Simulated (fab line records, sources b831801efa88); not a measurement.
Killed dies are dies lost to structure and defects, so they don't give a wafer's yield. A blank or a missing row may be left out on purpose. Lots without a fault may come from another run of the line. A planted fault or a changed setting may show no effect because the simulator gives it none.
Which tool did it? | flow sky130 | 14 lots, 42 wafers sampled, at 4 steps of a route of 708

WHAT THE GAUGES READ, wafer by wafer
SKY_POLY_GATE_THK_MEAS_21. Usual: POLY_GATE_OXIDATION_THK 3.99 nm, standard deviation 0.089.
lot  | measured     | on            | POLY_GATE_OXIDATION_THK (nm) | flag
L743 | day 16 23:24 | film_metro-01 | 4.09 4.15 4.03               |
L745 | day 17 11:44 | film_metro-03 | 4.02 4.08 4.00               |
L746 | day 18 07:25 | film_metro-01 | 3.98 3.96 3.94               |
L748 | day 19 12:58 | film_metro-03 | 3.93 3.86 3.92               |
L749 | day 19 12:58 | film_metro-01 | 4.02 3.96 3.99               |
L750 | day 19 21:29 | film_metro-01 | 3.81 3.83 3.89               |
L751 | day 20 04:05 | film_metro-03 | 4.01 3.91 3.97               |
L754 | day 21 23:01 | film_metro-01 | 4.01 3.95 3.94               |
L756 | day 22 06:49 | film_metro-02 | 4.02 3.91 4.04               |
L760 | day 23 12:48 | film_metro-02 | 4.06 4.13 4.03               |
L762 | day 23 19:08 | film_metro-01 | 4.10 4.03 4.12               |
L764 | day 24 07:58 | film_metro-02 | 4.10 4.04 4.02               |
L763 | day 24 08:54 | film_metro-03 | 4.02 3.95 3.83               |
L765 | day 24 18:57 | film_metro-03 | 3.94 3.99 3.90               |

SKY_POLY_CUT_CD_MEAS_08: target cd 270 nm. Usual: cd_nm 270.0 nm, standard deviation 1.5.
lot  | measured     | on        | cd_nm (nm)        | flag
L743 | day 24 15:23 | cd_sem-01 | 269.3 270.1 268.1 |
L745 | day 25 06:49 | cd_sem-01 | 273.0 272.5 271.9 |
L746 | day 25 23:13 | cd_sem-01 | 269.9 270.0 269.7 |
L748 | day 27 02:13 | cd_sem-01 | 271.8 270.6 271.0 |
L749 | day 27 03:46 | cd_sem-02 | 270.2 271.2 271.7 |
L750 | day 27 11:28 | cd_sem-02 | 269.6 268.9 268.7 |
L751 | day 27 18:46 | cd_sem-01 | 272.7 271.3 270.9 |
L754 | day 29 09:59 | cd_sem-01 | - - -             | OFF
L756 | day 29 17:51 | cd_sem-01 | - - -             | OFF
L760 | day 30 21:13 | cd_sem-01 | 269.7 270.8 270.1 |
L762 | day 31 02:55 | cd_sem-01 | 269.7 270.9 268.7 |
L764 | day 31 14:55 | cd_sem-01 | 272.5 273.0 272.4 |
L763 | day 31 16:11 | cd_sem-02 | 270.1 269.8 270.7 |
L765 | day 32 01:58 | cd_sem-02 | 269.0 269.9 267.5 |

WHICH TOOL RAN EACH LOT (tool, then ch and the chambers of the sampled wafers, then the start)
lot  | SKY_LDD_P_STRIP_10                   | SKY_POLY_CUT_DEVELOP_07
L743 | plasma_asher-04 ch 0, day 19 13:07   | litho_track-02 ch 0, day 24 15:00
L745 | plasma_asher-03 ch 0,1, day 20 03:10 | litho_track-02 ch 0, day 25 06:00
L746 | plasma_asher-02 ch 0,1, day 20 23:10 | litho_track-01 ch 0, day 25 23:00
L748 | plasma_asher-03 ch 0,1, day 22 02:06 | litho_track-04 ch 0, day 27 02:00
L749 | plasma_asher-04 ch 0,1, day 22 03:19 | litho_track-04 ch 0, day 27 03:00
L750 | plasma_asher-02 ch 0,1, day 22 11:08 | litho_track-04 ch 0, day 27 11:00
L751 | plasma_asher-04 ch 0,1, day 22 18:26 | litho_track-01 ch 0, day 27 18:00
L754 | plasma_asher-02 ch 0,1, day 24 12:34 | litho_track-01, day 29 09:00
L756 | plasma_asher-03 ch 1, day 24 20:02   | litho_track-02, day 29 17:00
L760 | plasma_asher-03 ch 0,1, day 26 01:31 | litho_track-04 ch 0, day 30 21:00
L762 | plasma_asher-02 ch 0,1, day 26 07:44 | litho_track-01 ch 0, day 31 02:00
L764 | plasma_asher-03 ch 0,1, day 26 20:06 | litho_track-02 ch 0, day 31 14:00
L763 | plasma_asher-03 ch 0,1, day 26 20:52 | litho_track-02 ch 0, day 31 16:00
L765 | plasma_asher-03 ch 0,1, day 27 06:04 | litho_track-01 ch 0, day 32 01:00
- SKY_LDD_P_STRIP_10: strips in O2/N2.
- SKY_POLY_CUT_DEVELOP_07: develop time 60 s.

WHAT THE TOOLS THEMSELVES READ (means of the sampled wafers that have a number; where no wafer has one, the mark that the record gives instead)
SKY_LDD_P_STRIP_10. Usual: drypump_motor_current_A 6.00 A, standard deviation 0.25; oes_product_au 0.715 a.u., standard deviation 0.0048; strip_time_to_endpoint_s 14.18 s, standard deviation 0.04.
lot  | tool            | drypump_motor_current_A (A) | oes_product_au (a.u.) | strip_time_to_endpoint_s (s) | flag
L743 | plasma_asher-04 | 5.99                        | 0.715                 | 14.15                        |
L745 | plasma_asher-03 | 6.20                        | 0.717                 | 14.17                        |
L746 | plasma_asher-02 | 5.79                        | 0.717                 | 14.22                        |
L748 | plasma_asher-03 | 6.24                        | 0.712                 | 14.17                        |
L749 | plasma_asher-04 | 5.69                        | 0.711                 | 14.20                        |
L750 | plasma_asher-02 | 5.82                        | 0.712                 | 14.15                        |
L751 | plasma_asher-04 | 5.71                        | 0.714                 | 14.18                        |
L754 | plasma_asher-02 | 5.78                        | 0.710                 | 14.18                        |
L756 | plasma_asher-03 | 6.29                        | 0.713                 | 14.17                        |
L760 | plasma_asher-03 | 6.22                        | 0.715                 | 14.11                        |
L762 | plasma_asher-02 | 5.80                        | 0.717                 | 14.15                        |
L764 | plasma_asher-03 | 6.24                        | 0.719                 | 14.16                        |
L763 | plasma_asher-03 | 6.22                        | 0.711                 | 14.21                        |
L765 | plasma_asher-03 | 6.20                        | 0.719                 | 14.26                        |

SKY_POLY_CUT_DEVELOP_07. Usual: chill_plate_temp_C 23.01 C, standard deviation 0.096.
lot  | tool           | chill_plate_temp_C (C) | flag
L743 | litho_track-02 | 22.97                  |
L745 | litho_track-02 | 23.00                  |
L746 | litho_track-01 | 23.00                  |
L748 | litho_track-04 | 22.99                  |
L749 | litho_track-04 | 23.01                  |
L750 | litho_track-04 | 23.14                  |
L751 | litho_track-01 | 22.97                  |
L754 | litho_track-01 | -                      | OFF
L756 | litho_track-02 | -                      | OFF
L760 | litho_track-04 | 23.10                  |
L762 | litho_track-01 | 23.00                  |
L764 | litho_track-02 | 22.96                  |
L763 | litho_track-02 | 22.92                  |
L765 | litho_track-01 | 22.94                  |

THE ANSWER, worked out from the rows above alone
Rule: a lot is off if the mean of its wafers that have a number lies more than 3 standard deviations from the usual mean. A lot without any number at a reading at which 4 lots or more have one is off too. The other lots that the step has rows for count as sound. The gauges are gone through in route order, then the tools' own readings, and for those a lot's mean is taken as printed above. The first step at which some lot is off is used, and at that step the reading that is off furthest; a lot without a number counts as furthest.
Off: L754, L756, at SKY_POLY_CUT_CD_MEAS_08 (cd_nm). Without a number there: L754, L756.
A tool fits if, at a process step before that reading, it ran every lot that is off, and no sound lot after the first of them. The gauges at SKY_POLY_CUT_CD_MEAS_08 aren't tried: what is off there is off at SKY_POLY_CUT_DEVELOP_07 too, on other tools, and a gauge's error can't cause that. None of those tried fits.

WHAT THE SIMULATOR HAD PUT IN
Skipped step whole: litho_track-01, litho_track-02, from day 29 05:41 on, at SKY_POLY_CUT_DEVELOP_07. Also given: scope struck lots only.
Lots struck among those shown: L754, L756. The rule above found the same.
